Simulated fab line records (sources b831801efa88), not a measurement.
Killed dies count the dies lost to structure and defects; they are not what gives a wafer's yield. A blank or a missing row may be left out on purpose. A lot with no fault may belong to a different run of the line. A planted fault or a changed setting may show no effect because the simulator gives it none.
Lot-split experiment || flow gf180mcu || 23 wafers read from 5 lots, route of 602 steps

ABOUT THE SPLIT
At GF_STI_CVD_03 (deposits Si3N4 from DCS/NH3, target thk 207.16 nm, time 3551 s), the setting time-s was moved away from the recipe's 3551 s on 20 of the 23 wafers read, by -8.3% to +13.5%. All remaining wafers had this setting at the recipe value.

FROM THE SPLIT TO THE READING: what the file shows between them, 6 steps
- GF_STI_THK_MEAS_04
- GF_STI_COAT_07: resist thk 700 nm (also split here: resist-thk-nm)
- GF_STI_SOFTBAKE_08: time 60 s (also split here: temp-c)
- GF_STI_EXPOSE_09: exposes mask COMP, target cd 220 nm
- GF_STI_PEB_10: peb time 90 s
- GF_STI_DEVELOP_11: develop time 60 s

THE READING
oes-product-au, in a.u., at GF_STI_ETCH_13 (etches the open film in CHF3/O2, stops on Si, target depth 282.31 nm, time 112.9 s). Typical for fault-free wafers on this fab line: 0.832 a.u., with standard deviation 0.0063 a.u.

{"wafer": "L075.1", "tool, chamber at the split": "-, -", "time-s as run, s": 3785, "against the recipe": "+6.6%", "oes-product-au, a.u.": 0.852, "against lot-mates on the recipe": "no lot-mate on the recipe"}
{"wafer": "L075.2", "tool, chamber at the split": "-, -", "time-s as run, s": 3785, "against the recipe": "+6.6%", "oes-product-au, a.u.": 0.857, "against lot-mates on the recipe": "no lot-mate on the recipe"}
{"wafer": "L075.3", "tool, chamber at the split": "-, -", "time-s as run, s": 3785, "against the recipe": "+6.6%", "oes-product-au, a.u.": 0.862, "against lot-mates on the recipe": "no lot-mate on the recipe"}
{"wafer": "L075.5", "tool, chamber at the split": "-, -", "time-s as run, s": 3785, "against the recipe": "+6.6%", "oes-product-au, a.u.": 0.864, "against lot-mates on the recipe": "no lot-mate on the recipe"}
{"wafer": "L075.6", "tool, chamber at the split": "-, -", "time-s as run, s": 3785, "against the recipe": "+6.6%", "oes-product-au, a.u.": 0.852, "against lot-mates on the recipe": "no lot-mate on the recipe"}
{"wafer": "L077.1", "tool, chamber at the split": "lpcvd-02, 0", "time-s as run, s": 3551, "against the recipe": "recipe", "oes-product-au, a.u.": 0.834, "against lot-mates on the recipe": "-"}
{"wafer": "L077.2", "tool, chamber at the split": "lpcvd-02, 0", "time-s as run, s": 3551, "against the recipe": "recipe", "oes-product-au, a.u.": 0.825, "against lot-mates on the recipe": "-"}
{"wafer": "L077.5", "tool, chamber at the split": "lpcvd-02, 0", "time-s as run, s": 3551, "against the recipe": "recipe", "oes-product-au, a.u.": 0.832, "against lot-mates on the recipe": "-"}
{"wafer": "L082.1", "tool, chamber at the split": "-, -", "time-s as run, s": 4030, "against the recipe": "+13.5%", "oes-product-au, a.u.": 0.890, "against lot-mates on the recipe": "no lot-mate on the recipe"}
{"wafer": "L082.2", "tool, chamber at the split": "-, -", "time-s as run, s": 4030, "against the recipe": "+13.5%", "oes-product-au, a.u.": 0.897, "against lot-mates on the recipe": "no lot-mate on the recipe"}
{"wafer": "L082.4", "tool, chamber at the split": "-, -", "time-s as run, s": 4030, "against the recipe": "+13.5%", "oes-product-au, a.u.": 0.893, "against lot-mates on the recipe": "no lot-mate on the recipe"}
{"wafer": "L082.5", "tool, chamber at the split": "-, -", "time-s as run, s": 4030, "against the recipe": "+13.5%", "oes-product-au, a.u.": 0.901, "against lot-mates on the recipe": "no lot-mate on the recipe"}
{"wafer": "L082.6", "tool, chamber at the split": "-, -", "time-s as run, s": 4030, "against the recipe": "+13.5%", "oes-product-au, a.u.": 0.894, "against lot-mates on the recipe": "no lot-mate on the recipe"}
{"wafer": "L083.1", "tool, chamber at the split": "-, -", "time-s as run, s": 3341, "against the recipe": "-5.9%", "oes-product-au, a.u.": 0.801, "against lot-mates on the recipe": "no lot-mate on the recipe"}
{"wafer": "L083.2", "tool, chamber at the split": "-, -", "time-s as run, s": 3341, "against the recipe": "-5.9%", "oes-product-au, a.u.": 0.794, "against lot-mates on the recipe": "no lot-mate on the recipe"}
{"wafer": "L083.3", "tool, chamber at the split": "-, -", "time-s as run, s": 3341, "against the recipe": "-5.9%", "oes-product-au, a.u.": 0.799, "against lot-mates on the recipe": "no lot-mate on the recipe"}
{"wafer": "L083.5", "tool, chamber at the split": "-, -", "time-s as run, s": 3341, "against the recipe": "-5.9%", "oes-product-au, a.u.": 0.801, "against lot-mates on the recipe": "no lot-mate on the recipe"}
{"wafer": "L083.6", "tool, chamber at the split": "-, -", "time-s as run, s": 3341, "against the recipe": "-5.9%", "oes-product-au, a.u.": 0.792, "against lot-mates on the recipe": "no lot-mate on the recipe"}
{"wafer": "L084.1", "tool, chamber at the split": "-, -", "time-s as run, s": 3257, "against the recipe": "-8.3%", "oes-product-au, a.u.": 0.798, "against lot-mates on the recipe": "no lot-mate on the recipe"}
{"wafer": "L084.3", "tool, chamber at the split": "-, -", "time-s as run, s": 3257, "against the recipe": "-8.3%", "oes-product-au, a.u.": 0.793, "against lot-mates on the recipe": "no lot-mate on the recipe"}
{"wafer": "L084.4", "tool, chamber at the split": "-, -", "time-s as run, s": 3257, "against the recipe": "-8.3%", "oes-product-au, a.u.": 0.799, "against lot-mates on the recipe": "no lot-mate on the recipe"}
{"wafer": "L084.5", "tool, chamber at the split": "-, -", "time-s as run, s": 3257, "against the recipe": "-8.3%", "oes-product-au, a.u.": 0.792, "against lot-mates on the recipe": "no lot-mate on the recipe"}
{"wafer": "L084.6", "tool, chamber at the split": "-, -", "time-s as run, s": 3257, "against the recipe": "-8.3%", "oes-product-au, a.u.": 0.790, "against lot-mates on the recipe": "no lot-mate on the recipe"}

FIT RESULTS
A straight line over all 23 wafers: oes-product-au changes by +0.00471 a.u. for each +1% of time-s; r = +0.99; the points scatter about the line by 0.0054 a.u.
Too few moved wafers with a lot-mate on the recipe to fit a line net of each lot's own level.

THE WHOLE CHAIN: every reading that the file lists as answering this split, in the file's order
{"step": "GF_STI_CVD_03", "what it does": "deposits Si3N4 from DCS/NH3, target thk 207.16 nm, time 3551 s", "reading": "Si3N4_of_STI_CVD_03.thk-nm (the simulator's own value, which no gauge read)", "change (the file's fit)": "+2.09 nm for each +1% of the setting", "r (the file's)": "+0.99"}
{"step": "GF_STI_THK_MEAS_04", "what it does": "", "reading": "STI_CVD_03_THK", "change (the file's fit)": "+2.09 for each +1% of the setting", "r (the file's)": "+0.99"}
{"step": "GF_STI_ETCH_13", "what it does": "etches the open film in CHF3/O2, stops on Si, target depth 282.31 nm, time 112.9 s", "reading": "oes-product-au", "change (the file's fit)": "+0.00471 a.u. for each +1% of the setting", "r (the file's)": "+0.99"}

THE FILE'S OWN FIT
oes-product-au changes by +0.00471 a.u. for each +1% of time-s, r = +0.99.
